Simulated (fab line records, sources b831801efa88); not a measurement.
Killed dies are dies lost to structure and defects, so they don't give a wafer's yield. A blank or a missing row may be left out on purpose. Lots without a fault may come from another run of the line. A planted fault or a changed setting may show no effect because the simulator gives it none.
fab line records | flow gf180mcu | part 1 of 2: steps 1 to 27 of 39
record lots=5 wafers=15 last_day=34
route steps=602 shown HV_LDD@219 NSD@235 PSD@248
lots that met no fault: from a run of the same line without faults
start_h: hours from the record's first day to the start of the lot's first wafer shown | wait_h: hours since the lot's step before | " the same as in the row above | L1.1+2: a row that stands for several wafers | - no value, or no start given | * or withheld: withheld | < > ~ a bound
route shown NAME@n: a module of which the file shows steps, and the number in the route of the first | usual: mean/standard deviation of fault-free wafers | same: alike in all rows | chamber/n: place in a boat | sites: the reading at each site | _std_site: their standard deviation | _edge_site: outer sites' mean less inner sites' | radius_mm: how far each site lies from the wafer's centre | mask NAME#n: copy n | behind: the tool/chamber that last shaped the wafer | hold: why the lot was held/for how many hours/how that ended | device: the transistor (n, p or np) that didn't switch | end of line: the same wafers' tests at the end of the route | a step without rows: its recipe alone | killed: dies lost to structure and defects at the first sort, not the wafer's yield | map: a wafer's dies, x killed, . not, _ none there
set.NAME: the setting as run; set.NAME@STEP: as run at that earlier step | model.NAME: the simulator's own value behind a step, which no gauge read
lots at some steps of the route; a table a step, a row a wafer
services: from which hour (start_h, from the record's first day; less than 0 if before it) a tool's chamber was out of use, for how many hours, and why
## steps
# step GF_HV_LDD_EXPOSE_43
# recipe mask_id=Pplus_HV_AREA target_cd_nm=400 na=0.6 source_shape=conventional sigma_outer=0.6 dose_mj=140
# usual reticle_temp_C=22.99/0.11
# same na=0.6
# columns lot.wafer tool chamber start_h wait_h mask reticle_temp_C
L077.4 iline_stepper-02 0 - - Pplus_HV_AREA#0 22.89
L077.5 " 0 " " Pplus_HV_AREA#0 22.96
L077.6 " 0 " " Pplus_HV_AREA#0 22.90
L091.1 iline_stepper-02 0 - - Pplus_HV_AREA#0 23.03
L091.2 " 0 " " Pplus_HV_AREA#0 23.00
L091.5 " 0 " " Pplus_HV_AREA#0 23.02
L093.2 iline_stepper-01 0 - - Pplus_HV_AREA#0 22.90
L093.3 " 0 " " Pplus_HV_AREA#0 22.98
L093.6 " 0 " " Pplus_HV_AREA#0 22.97
L096.1 iline_stepper-01 0 - - Pplus_HV_AREA#0 23.03
L096.2 " 0 " " Pplus_HV_AREA#0 23.15
L096.6 " 0 " " Pplus_HV_AREA#0 23.13
L097.1 iline_stepper-02 0 - - Pplus_HV_AREA#0 23.19
L097.3 " 0 " " Pplus_HV_AREA#0 22.98
L097.6 " 0 " " Pplus_HV_AREA#0 22.87
# step GF_HV_LDD_PEB_44
# recipe temp_c=withheld time_s=* resist=NOVOLAK
# columns lot.wafer tool chamber start_h wait_h
L077.4+5+6 litho_track-02 0 - -
L091.1+2+5 litho_track-01 0 - -
L093.2+3+6 litho_track-02 0 - -
L096.1+2+6 litho_track-03 0 - -
L097.1+3+6 litho_track-03 0 - -
# step GF_HV_LDD_DEVELOP_45
# recipe develop_time_s=60 dev_temp_c=23
# usual developer_temp_C=22.98/0.088
# columns lot.wafer tool chamber start_h wait_h developer_temp_C
L077.4 litho_track-02 0 290.48 0.1 22.97
L077.5 " 0 " " 22.90
L077.6 " 0 " " 23.06
L091.1 litho_track-01 0 409.99 0.1 22.89
L091.2 " 0 " " 23.02
L091.5 " 0 " " 23.13
L093.2 litho_track-02 0 419.13 0.1 23.10
L093.3 " 0 " " 23.03
L093.6 " 0 " " 23.08
L096.1 litho_track-03 0 445.46 0.1 23.04
L096.2 " 0 " " 22.94
L096.6 " 0 " " 22.92
L097.1 litho_track-03 0 453.61 0.1 23.07
L097.3 " 0 " " 22.93
L097.6 " 0 " " 22.96
# step GF_HV_LDD_CD_MEAS_46
# recipe target_cd_nm=400
# usual cd_nm=400.4/1.8
# columns lot.wafer tool chamber start_h wait_h cd_nm
L077.4 cd_sem-01 - 290.61 0.1 399.4
L077.5 " - " " 398.6
L077.6 " - " " 397.1
L091.1 cd_sem-02 - 410.14 0.1 397.4
L091.2 " - " " 399.5
L091.5 " - " " 398.4
L093.2 cd_sem-01 - 419.27 0.1 397.5
L093.3 " - " " 399.7
L093.6 " - " " 399.1
L096.1 cd_sem-01 - 445.61 0.1 399.4
L096.2 " - " " 400.8
L096.6 " - " " 400.5
L097.1 cd_sem-01 - 453.76 0.1 398.7
L097.3 " - " " 399.9
L097.6 " - " " 399.2
# step GF_HV_LDD_OVL_MEAS_47
# usual HV_LDD_03_OVL=-1.6/1.3
# columns lot.wafer tool chamber start_h wait_h HV_LDD_03_OVL[nm]
L077.4 overlay-02 - 290.69 0.1 0.9
L077.5 " - " " 1.4
L077.6 " - " " 2.2
L091.1 overlay-01 - 410.26 0.1 -1.2
L091.2 " - " " -2.3
L091.5 " - " " -2.8
L093.2 overlay-01 - 419.38 0.1 -1.1
L093.3 " - " " -0.1
L093.6 " - " " -0.6
L096.1 overlay-01 - 445.73 0.1 -1.1
L096.2 " - " " -0.9
L096.6 " - " " 0.0
L097.1 overlay-01 - 453.88 0.1 -1.7
L097.3 " - " " -2.0
L097.6 " - " " -0.9
# step GF_HV_LDD_IMPLANT_48
# recipe species=B energy_kev=25 dose_cm2=3e+13 tilt_deg=7
# usual faraday_current_uA=169/3.1
# columns lot.wafer tool chamber start_h wait_h faraday_current_uA
L077.4 implanter-04 0 290.78 0.1 172
L077.5 " 0 " " 171
L077.6 " 0 " " 168
L091.1 implanter-02 0 410.29 0.0 168
L091.2 " 0 " " 167
L091.5 " 0 " " 169
L093.2 implanter-02 0 419.43 0.0 169
L093.3 " 0 " " 169
L093.6 " 0 " " 172
L096.1 implanter-01 0 445.76 0.0 164
L096.2 " 0 " " 161
L096.6 " 0 " " 171
L097.1 implanter-02 0 453.91 0.0 170
L097.3 " 0 " " 169
L097.6 " 0 " " 172
# step GF_HV_LDD_STRIP_49
# recipe chemistry=O2/N2 power_w=1400 pressure_mtorr=1500 platen_temp_c=250 o2_flow_sccm=3000 n2_flow_sccm=300 overash_fraction=0.5
# usual drypump_motor_current_A=5.66/0.25 heater_power_w=332/23 n2_flow_sccm=299.9/0.92 oes_product_au=0.716/0.0047 strip_time_to_endpoint_s=12.62/0.04
# columns lot.wafer tool chamber start_h wait_h drypump_motor_current_A heater_power_w n2_flow_sccm oes_product_au rf_hours_counter_h strip_time_to_endpoint_s
L077.4 plasma_asher-02 1 290.89 0.1 5.62 353 300.1 0.721 - 12.62
L077.5 " 1 " " 5.60 355 301.0 0.717 - 12.62
L077.6 " 0 " " 6.07 360 299.5 0.722 - 12.64
L091.1 plasma_asher-04 1 410.44 0.1 5.40 358 300.4 0.722 65 12.62
L091.2 " 0 " " 5.99 320 300.1 0.715 65 12.63
L091.5 " 0 " " 5.98 310 300.2 0.717 - 12.61
L093.2 plasma_asher-04 0 419.56 0.1 5.98 313 298.7 0.715 65 12.64
L093.3 " 1 " " 5.41 353 299.6 0.709 - 12.63
L093.6 " 0 " " 5.98 318 297.5 0.712 - 12.60
L096.1 plasma_asher-02 1 445.91 0.1 5.60 336 299.7 0.712 76 12.69
L096.2 " 0 " " 6.06 372 298.7 0.711 76 12.67
L096.6 " 0 " " 6.07 365 299.3 0.719 - 12.69
L097.1 plasma_asher-04 0 454.06 0.1 5.99 310 299.4 0.725 69 12.61
L097.3 " 0 " " 5.99 306 299.8 0.720 - 12.65
L097.6 " 0 " " 5.98 315 299.9 0.712 - 12.61
# step GF_HV_LDD_TW_MEAS_50
# usual HV_LDD_4_TW=571/4.7
# columns lot.wafer tool chamber start_h wait_h HV_LDD_4_TW
L077.4 film_metro-03 - 290.99 0.1 568
L077.5 " - " " 567
L077.6 " - " " 566
L091.1 film_metro-04 - 410.54 0.1 576
L091.2 " - " " 576
L091.5 " - " " 578
L093.2 film_metro-04 - 419.67 0.1 580
L093.3 " - " " 577
L093.6 " - " " 578
L096.1 film_metro-02 - 446.01 0.1 573
L096.2 " - " " 572
L096.6 " - " " 576
L097.1 film_metro-04 - 454.16 0.1 573
L097.3 " - " " 577
L097.6 " - " " 579
# step GF_HV_LDD_CLEAN_51
# recipe chemistry=SC1/SC2 mix=1:4:20 temp_c=70 time_s=150 dry=n2_spin
# usual bath_heat_duty_pct=13.9/1.3
# columns lot.wafer tool chamber start_h wait_h bath_heat_duty_pct
L077.4 wet_bench-02 0 291.02 0.0 14.4
L077.5 " 0 " " 14.1
L077.6 " 0 " " 13.5
L091.1 wet_bench-02 3 410.60 0.1 13.6
L091.2 " 3 " " 12.8
L091.5 " 3 " " 12.2
L093.2 wet_bench-01 2 419.72 0.0 15.2
L093.3 " 2 " " 15.9
L093.6 " 2 " " 16.4
L096.1 wet_bench-01 0 446.07 0.1 12.2
L096.2 " 0 " " 12.7
L096.6 " 0 " " 11.8
L097.1 wet_bench-01 2 454.22 0.1 16.0
L097.3 " 2 " " 15.1
L097.6 " 2 " " 15.6
# step GF_HV_LDD_RTA_52
# recipe temp_c=1000 time_s=10 ambient=N2
# usual lamp_power_pct=31.5/1.7 wafer_temp_C_max=1003.6/0.95
# columns lot.wafer tool chamber start_h wait_h lamp_power_pct wafer_temp_C_max
L077.4 rtp_anneal-01 0 291.10 0.0 30.2 1002.1
L077.5 " 0 " " 30.2 1002.2
L077.6 " 0 " " 30.2 1003.1
L091.1 rtp_anneal-02 0 410.66 0.0 33.8 1005.0
L091.2 " 0 " " 33.7 1003.0
L091.5 " 0 " " 33.8 1004.7
L093.2 rtp_anneal-01 0 419.78 0.0 30.2 1004.2
L093.3 " 0 " " 30.2 1003.3
L093.6 " 0 " " 30.2 1003.3
L096.1 rtp_anneal-01 0 446.13 0.0 30.2 1002.5
L096.2 " 0 " " 30.1 1006.5
L096.6 " 0 " " 30.2 1005.4
L097.1 rtp_anneal-01 0 454.28 0.0 30.2 1002.4
L097.3 " 0 " " 30.2 1003.1
L097.6 " 0 " " 30.2 1002.7
# step GF_HV_LDD_RS_MEAS_53
# recipe thk_meas_gauge=four-point-probe
# usual HV_LDD_RS=417.8/1.2
# columns lot.wafer tool chamber start_h wait_h HV_LDD_RS[ohm/sq]
L077.4 film_metro-02 - 291.19 0.1 417.9
L077.5 " - " " 418.3
L077.6 " - " " 418.7
L091.1 film_metro-03 - 410.72 0.1 419.8
L091.2 " - " " 419.3
L091.5 " - " " 421.0
L093.2 film_metro-02 - 419.85 0.1 416.6
L093.3 " - " " 415.6
L093.6 " - " " 416.4
L096.1 film_metro-04 - 446.20 0.1 417.2
L096.2 " - " " 417.5
L096.6 " - " " 417.9
L097.1 film_metro-04 - 454.34 0.1 415.1
L097.3 " - " " 418.0
L097.6 " - " " 417.0
# step GF_HV_LDD_CVD_54
# recipe material=SiO2 target_thk_nm=10 precursor=TEOS temp_c=680 time_s=75 pressure_mtorr=400
# usual spike_tc_centre_C=681.0/1.5 spike_tc_top_C=695.8/2.1
# columns lot.wafer tool chamber start_h wait_h spike_tc_centre_C spike_tc_top_C
L077.4 lpcvd-01 0 291.88 0.7 681.9 696.4
L077.5 " 0 " " 679.4 697.8
L077.6 " 0 " " 680.4 695.6
L091.1 lpcvd-02 1 410.84 0.1 682.7 694.3
L091.2 " 1 " " 682.8 692.6
L091.5 " 1 " " 683.3 690.6
L093.2 lpcvd-01 0 419.95 0.1 678.6 695.2
L093.3 " 0 " " 680.0 695.9
L093.6 " 0 " " 679.2 696.7
L096.1 lpcvd-02 0 446.32 0.1 680.9 696.6
L096.2 " 0 " " 684.1 696.7
L096.6 " 0 " " 680.8 696.5
L097.1 lpcvd-02 0 454.46 0.1 681.2 697.6
L097.3 " 0 " " 681.1 698.0
L097.6 " 0 " " 682.6 695.6
# step GF_HV_LDD_THK_MEAS_55
# recipe reads=SiO2_of_HV_LDD_CVD_54
# usual HV_LDD_CVD_54_THK=10.08/0.15
# columns lot.wafer tool chamber start_h wait_h HV_LDD_CVD_54_THK[nm]
L077.4 film_metro-03 - 293.44 0.0 10.13
L077.5 " - " " 10.34
L077.6 " - " " 10.13
L091.1 film_metro-02 - 411.86 0.0 10.05
L091.2 " - " " 10.22
L091.5 " - " " 10.19
L093.2 film_metro-04 - 420.98 0.0 9.88
L093.3 " - " " 9.68
L093.6 " - " " 9.66
L096.1 film_metro-03 - 447.34 0.0 10.07
L096.2 " - " " 9.93
L096.6 " - " " 9.96
L097.1 film_metro-02 - 455.49 0.0 10.01
L097.3 " - " " 10.06
L097.6 " - " " 10.03
# step GF_HV_LDD_CVD_56
# recipe material=Si3N4 precursor=DCS/NH3 target_thk_nm=90 temp_c=770 time_s=1543 pressure_mtorr=250
# usual spike_tc_centre_C=770.8/1.6 spike_tc_top_C=782.9/2.2
# columns lot.wafer tool chamber start_h wait_h spike_tc_centre_C spike_tc_top_C
L077.4 lpcvd-02 1 294.46 1.0 773.8 779.8
L077.5 " 1 " " 772.9 778.8
L077.6 " 1 " " 773.3 780.4
L091.1 lpcvd-02 0 411.92 0.1 771.9 785.2
L091.2 " 0 " " 771.7 783.3
L091.5 " 0 " " 771.7 783.7
L093.2 lpcvd-01 0 421.03 0.0 770.5 783.8
L093.3 " 0 " " 771.9 784.5
L093.6 " 0 " " 769.4 784.1
L096.1 lpcvd-01 0 447.40 0.1 770.1 783.6
L096.2 " 0 " " 768.9 784.2
L096.6 " 0 " " 768.1 782.6
L097.1 lpcvd-01 1 455.55 0.1 770.1 784.1
L097.3 " 1 " " 770.1 783.8
L097.6 " 1 " " 768.9 782.6
# step GF_HV_LDD_THK_MEAS_57
# recipe reads=Si3N4_of_HV_LDD_CVD_56
# usual HV_LDD_CVD_56_THK=90.4/0.79
# columns lot.wafer tool chamber start_h wait_h HV_LDD_CVD_56_THK[nm]
L077.4 film_metro-02 - 295.92 0.0 90.5
L077.5 " - " " 91.0
L077.6 " - " " 89.9
L091.1 film_metro-03 - 413.35 0.0 90.0
L091.2 " - " " 89.1
L091.5 " - " " 89.4
L093.2 film_metro-02 - 422.54 0.1 90.9
L093.3 " - " " 90.4
L093.6 " - " " 90.3
L096.1 film_metro-03 - 448.82 0.0 89.6
L096.2 " - " " 89.2
L096.6 " - " " 90.0
L097.1 film_metro-03 - 457.69 0.0 90.3
L097.3 " - " " 90.6
L097.6 " - " " 89.6
# step GF_HV_LDD_ETCHBACK_58
# recipe chemistry=CH3F/O2 target=Si3N4 stop_on=SiO2 source_w=400 bias_w=80 pressure_mtorr=25 ch3f_flow_sccm=40 O2_flow_sccm=30 time_s=100 target_depth_a=900
# usual drypump_motor_current_A=5.8/0.44 oes_product_au=0.844/0.0056 throttle_valve_pct=10.562/0.0093
# columns lot.wafer tool chamber start_h wait_h drypump_motor_current_A oes_product_au rf_hours_counter_h throttle_valve_pct
L077.4 rie_diel-01 2 295.95 0.0 5.4 0.844 3 10.564
L077.5 " 0 " " 5.8 0.845 - 10.560
L077.6 " 1 " " 5.2 0.840 - 10.567
L091.1 rie_diel-04 3 413.41 0.1 5.8 0.845 72 10.555
L091.2 " 2 " " 6.1 0.837 22 10.569
L091.5 " 1 " " 4.9 0.844 - 10.559
L093.2 rie_diel-02 0 422.59 0.0 5.7 0.851 25 10.547
L093.3 " 0 " " 5.7 0.846 - 10.582
L093.6 " 0 " " 5.7 0.851 - 10.556
L096.1 rie_diel-04 1 448.88 0.1 4.9 0.842 95 10.562
L096.2 " 3 " " 5.8 0.845 73 10.566
L096.6 " 2 " " 6.1 0.843 - 10.569
L097.1 rie_diel-01 2 457.75 0.1 5.4 0.838 8 10.552
L097.3 " 3 " " 6.4 0.845 8 10.548
L097.6 " 2 " " 5.5 0.844 - 10.562
# step GF_NSD_DEHYDRATE_00
# recipe temp_c=200 time_s=60
# columns lot.wafer tool chamber start_h wait_h
L077.4+5+6 litho_track-04 0 306.29 10.3
L091.1+2+5 litho_track-03 0 425.01 11.6
L093.2+3+6 litho_track-02 0 433.08 10.5
L096.1+2+6 litho_track-04 0 460.47 11.5
L097.1+3+6 litho_track-03 0 469.36 11.6
# step GF_NSD_HMDS_01
# recipe prime_time_s=60 prime_temp_c=120
# same prime_time_s=60
# columns lot.wafer tool chamber start_h wait_h
L077.4+5+6 litho_track-04 0 306.44 0.1
L091.1+2+5 litho_track-03 0 425.16 0.1
L093.2+3+6 litho_track-02 0 433.23 0.1
L096.1+2+6 litho_track-04 0 460.62 0.1
L097.1+3+6 litho_track-03 0 469.51 0.1
# step GF_NSD_COAT_02
# recipe resist=NOVOLAK spin_rpm=3000 resist_thk_nm=1000
# columns lot.wafer tool chamber start_h wait_h
L077.4+5+6 litho_track-04 0 306.59 0.1
L091.1+2+5 litho_track-03 0 425.31 0.1
L093.2+3+6 litho_track-02 0 433.38 0.1
L096.1+2+6 litho_track-04 0 460.77 0.1
L097.1+3+6 litho_track-03 0 469.66 0.1
# step GF_NSD_SOFTBAKE_03
# recipe temp_c=90 time_s=60 resist=NOVOLAK
# columns lot.wafer tool chamber start_h wait_h
L077.4+5+6 litho_track-04 0 306.74 0.1
L091.1+2+5 litho_track-03 0 425.46 0.1
L093.2+3+6 litho_track-02 0 433.53 0.1
L096.1+2+6 litho_track-04 0 460.92 0.1
L097.1+3+6 litho_track-03 0 469.81 0.1
# step GF_NSD_EXPOSE_04
# recipe mask_id=Nplus target_cd_nm=400 na=0.6 source_shape=conventional sigma_outer=0.6 dose_mj=140
# usual reticle_temp_C=22.99/0.11
# same na=0.6
# columns lot.wafer tool chamber start_h wait_h mask reticle_temp_C
L077.4 iline_stepper-02 0 - - Nplus#0 23.01
L077.5 " 0 " " Nplus#0 22.97
L077.6 " 0 " " Nplus#0 22.84
L091.1 iline_stepper-01 0 - - Nplus#0 23.00
L091.2 " 0 " " Nplus#0 22.93
L091.5 " 0 " " Nplus#0 23.03
L093.2 iline_stepper-01 0 - - Nplus#0 22.88
L093.3 " 0 " " Nplus#0 22.82
L093.6 " 0 " " Nplus#0 22.80
L096.1 iline_stepper-01 0 - - Nplus#0 23.02
L096.2 " 0 " " Nplus#0 23.15
L096.6 " 0 " " Nplus#0 23.06
L097.1 iline_stepper-01 0 - - Nplus#0 23.06
L097.3 " 0 " " Nplus#0 22.84
L097.6 " 0 " " Nplus#0 22.94
# step GF_NSD_PEB_05
# recipe temp_c=withheld time_s=* resist=NOVOLAK
# columns lot.wafer tool chamber start_h wait_h
L077.4+5+6 litho_track-04 0 - -
L091.1+2+5 litho_track-02 0 - -
L093.2+3+6 litho_track-02 0 - -
L096.1+2+6 litho_track-04 0 - -
L097.1+3+6 litho_track-03 0 - -
# step GF_NSD_DEVELOP_06
# recipe develop_time_s=60 dev_temp_c=23
# usual developer_temp_C=23.01/0.11
# columns lot.wafer tool chamber start_h wait_h developer_temp_C
L077.4 litho_track-04 0 316.39 0.1 23.13
L077.5 " 0 " " 23.07
L077.6 " 0 " " 23.05
L091.1 litho_track-02 0 437.20 0.1 23.20
L091.2 " 0 " " 23.20
L091.5 " 0 " " 23.15
L093.2 litho_track-02 0 445.17 0.1 22.88
L093.3 " 0 " " 23.02
L093.6 " 0 " " 23.09
L096.1 litho_track-04 0 472.62 0.1 23.03
L096.2 " 0 " " 22.97
L096.6 " 0 " " 22.98
L097.1 litho_track-03 0 481.36 0.1 22.86
L097.3 " 0 " " 22.82
L097.6 " 0 " " 23.02
# step GF_NSD_CD_MEAS_07
# recipe target_cd_nm=400
# usual cd_nm=400.6/2.4
# columns lot.wafer tool chamber start_h wait_h cd_nm
L077.4 cd_sem-02 - 316.53 0.1 401.3
L077.5 " - " " 403.5
L077.6 " - " " 402.0
L091.1 cd_sem-02 - 437.35 0.1 404.5
L091.2 " - " " 407.3
L091.5 " - " " 406.2
L093.2 cd_sem-01 - 445.32 0.1 401.7
L093.3 " - " " 401.4
L093.6 " - " " 399.6
L096.1 cd_sem-01 - 472.77 0.1 401.2
L096.2 " - " " 400.2
L096.6 " - " " 400.5
L097.1 cd_sem-02 - 481.51 0.1 400.8
L097.3 " - " " 401.3
L097.6 " - " " 401.4
# step GF_NSD_OVL_MEAS_08
# usual NSD_OVL=0.3/1.6
# columns lot.wafer tool chamber start_h wait_h NSD_OVL[nm]
L077.4 overlay-02 - 316.61 0.1 -2.0
L077.5 " - " " -1.0
L077.6 " - " " -1.4
L091.1 overlay-01 - 437.47 0.1 0.3
L091.2 " - " " 0.3
L091.5 " - " " 0.9
L093.2 overlay-01 - 445.43 0.1 1.8
L093.3 " - " " 1.3
L093.6 " - " " 0.3
L096.1 overlay-02 - 472.89 0.1 1.9
L096.2 " - " " 1.7
L096.6 " - " " 1.7
L097.1 overlay-02 - 481.63 0.1 -0.2
L097.3 " - " " 0.1
L097.6 " - " " 0.0
# step GF_NSD_IMPLANT_09
# recipe species=As energy_kev=60 dose_cm2=4e+15 tilt_deg=7
# usual faraday_current_uA=11525/1500
# columns lot.wafer tool chamber start_h wait_h faraday_current_uA
L077.4 implanter-02 0 316.70 0.1 13103
L077.5 " 0 " " 12655
L077.6 " 0 " " 13163
L091.1 implanter-04 0 437.51 0.0 9597
L091.2 " 0 " " 9768
L091.5 " 0 " " 10058
L093.2 implanter-04 0 445.48 0.0 10102
L093.3 " 0 " " 10398
L093.6 " 0 " " 9978
L096.1 implanter-04 0 472.92 0.0 9749
L096.2 " 0 " " 10280
L096.6 " 0 " " 10074
L097.1 implanter-04 0 481.66 0.0 9830
L097.3 " 0 " " 9490
L097.6 " 0 " " 9944
# step GF_NSD_IMPLANT_10
# recipe species=P energy_kev=40 dose_cm2=5e+14 tilt_deg=7
# usual faraday_current_uA=2785/56
# columns lot.wafer tool chamber start_h wait_h faraday_current_uA
L077.4 implanter-02 0 316.85 0.1 2754
L077.5 " 0 " " 2802
L077.6 " 0 " " 2798
L091.1 implanter-04 0 437.66 0.1 2916
L091.2 " 0 " " 2784
L091.5 " 0 " " 2798
L093.2 implanter-04 0 445.63 0.1 2794
L093.3 " 0 " " 2871
L093.6 " 0 " " 2790
L096.1 implanter-04 0 473.07 0.1 2816
L096.2 " 0 " " 2756
L096.6 " 0 " " 2762
L097.1 implanter-04 0 481.81 0.1 2776
L097.3 " 0 " " 2726
L097.6 " 0 " " 2713
